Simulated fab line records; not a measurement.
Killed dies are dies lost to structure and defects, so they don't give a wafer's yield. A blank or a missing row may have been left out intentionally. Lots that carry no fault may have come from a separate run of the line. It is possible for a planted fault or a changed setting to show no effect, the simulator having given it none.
Chamber matching -- flow sfq_line -- SFQ_TRILAYER_I4_CMP_CMP_100 on cmp-02: 4 sister chambers
The step polishes SiO2. 14 wafers are shown with their chamber, then 6 later ones without.

== WAFERS WITH THEIR CHAMBER ==
wafer,chamber,motor_current_A (A),platen_rpm (rpm),time_to_endpoint_s (s)
L309.4,2,11.1,59.99,234
L309.6,3,10.4,59.98,219
L311.2,0,8.0,59.94,225
L311.3,3,10.4,60.02,236
L311.6,0,8.6,60.06,232
L319.4,0,8.3,60.04,228
L319.1,2,11.6,59.94,209
L319.5,0,8.0,60.07,223
L320.2,0,8.0,60.06,223
L320.4,1,11.6,60.06,234
L320.6,0,8.5,60.03,221
L322.3,3,10.1,60.03,224
L322.5,2,11.1,59.98,218
L322.6,3,10.6,60.00,235

SIGNATURES (averages over the wafers above)
reading,chamber 0,chamber 1,chamber 2,chamber 3,scatter within a chamber
motor_current_A,8.233,11.600,11.267,10.375,0.258
platen_rpm,60.0333,60.0600,59.9700,60.0075,0.038
time_to_endpoint_s,225.33,234.00,220.33,228.50,7.82
Rule: for a wafer and a chamber, the distance is found by dividing, reading by reading, the gap between the wafer's reading and the chamber's mean by the reading's scatter, squaring, summing and taking the root. The wafer belongs to the nearest chamber; if the next one is less than 2 further off, it can't be placed. The scatter: the root of (the sum of the squares of (reading less its chamber's mean) over the shown wafers, divided by (wafers less chambers)).

== WAFERS WHOSE CHAMBER IS MISSING ==
wafer,motor_current_A (A),platen_rpm (rpm),time_to_endpoint_s (s)
L323.2,8.6,60.02,225
L323.3,11.1,59.98,219
L323.4,10.9,59.98,220
L324.1,8.6,59.99,225
L324.2,11.0,59.96,215
L324.3,10.9,59.99,226

== WHICH CHAMBER EACH ONE RAN IN ==
wafer,from the rows above,in truth
L323.2,0,0
L323.3,2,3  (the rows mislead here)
L323.4,can't be placed: 2 or 3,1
L324.1,0,0
L324.2,can't be placed: 2 or 3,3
L324.3,can't be placed: 2 or 3 or 1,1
Placed correctly: 2 of 6. Not placeable from these rows: 3 (in 2, the candidates include the true chamber). Number placed wrongly: 1.
